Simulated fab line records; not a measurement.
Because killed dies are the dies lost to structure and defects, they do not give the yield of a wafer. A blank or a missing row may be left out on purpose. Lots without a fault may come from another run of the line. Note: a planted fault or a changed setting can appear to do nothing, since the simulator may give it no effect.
What tool caused it?    flow sky130    9 lots, 27 wafers sampled, at 2 steps of a route of 708

WHAT EACH GAUGE READ, for each wafer
SKY_SD_N_RS_MEAS_17: uses a four-point probe to measure.
lot   measured      on             SD_P_RS (ohm/sq)
L667  day 28 06:30  film-metro-04  147.1 147.0 146.9
L670  day 29 07:59  film-metro-03  146.8 147.6 147.3
L675  day 31 09:10  film-metro-04  146.8 147.4 147.1
L676  day 31 19:16  film-metro-02  146.7 146.8 146.8
L678  day 32 10:41  film-metro-02  147.6 147.4 147.4
L684  day 34 01:20  film-metro-04  146.6 146.9 146.4
L686  day 35 08:19  film-metro-02  147.3 147.7 146.9
L687  day 35 17:01  film-metro-03  146.9 147.1 147.4
L689  day 36 04:17  film-metro-04  147.0 147.1 146.8

WHAT TOOL EACH LOT RAN ON (gives the tool, then ch and the chambers of the sampled wafers, and finally the start)
lot   SKY_LDD_HVN_STRIP_09
L667  plasma-asher-02 ch 0,1, day 20 11:27
L670  plasma-asher-01 ch 0,1, day 21 17:03
L675  plasma-asher-02 ch 0, day 23 21:48
L676  plasma-asher-01 ch 0,1, day 24 10:21
L678  plasma-asher-02 ch 0,1, day 25 02:57
L684  plasma-asher-01 ch 0,1, day 26 20:26
L686  plasma-asher-04 ch 0,1, day 28 05:51
L687  plasma-asher-02 ch 0,1, day 28 16:50
L689  plasma-asher-01 ch 0,1, day 29 03:08
- SKY_LDD_HVN_STRIP_09: strips in O2/N2.

THE ANSWER, worked out from the rows above alone
Rule: the usual values come from the lots themselves. Put in order of their means at a reading, lots are off if they are a third of the lots or fewer, leave a main group of 4 or more, and stand apart from it by a gap of 3 or more times the standard deviation of the main group's means; of several such gaps the widest counts. A main group is skipped when, at the precision printed for the reading in the tables above, its means are all equal. Also off: a lot with no number at a reading for which 4 or more lots have one. All remaining lots with rows at the step are treated as sound.
None of the lots is off at any reading shown; this tells nothing.

WHAT THE SIMULATOR PUT IN
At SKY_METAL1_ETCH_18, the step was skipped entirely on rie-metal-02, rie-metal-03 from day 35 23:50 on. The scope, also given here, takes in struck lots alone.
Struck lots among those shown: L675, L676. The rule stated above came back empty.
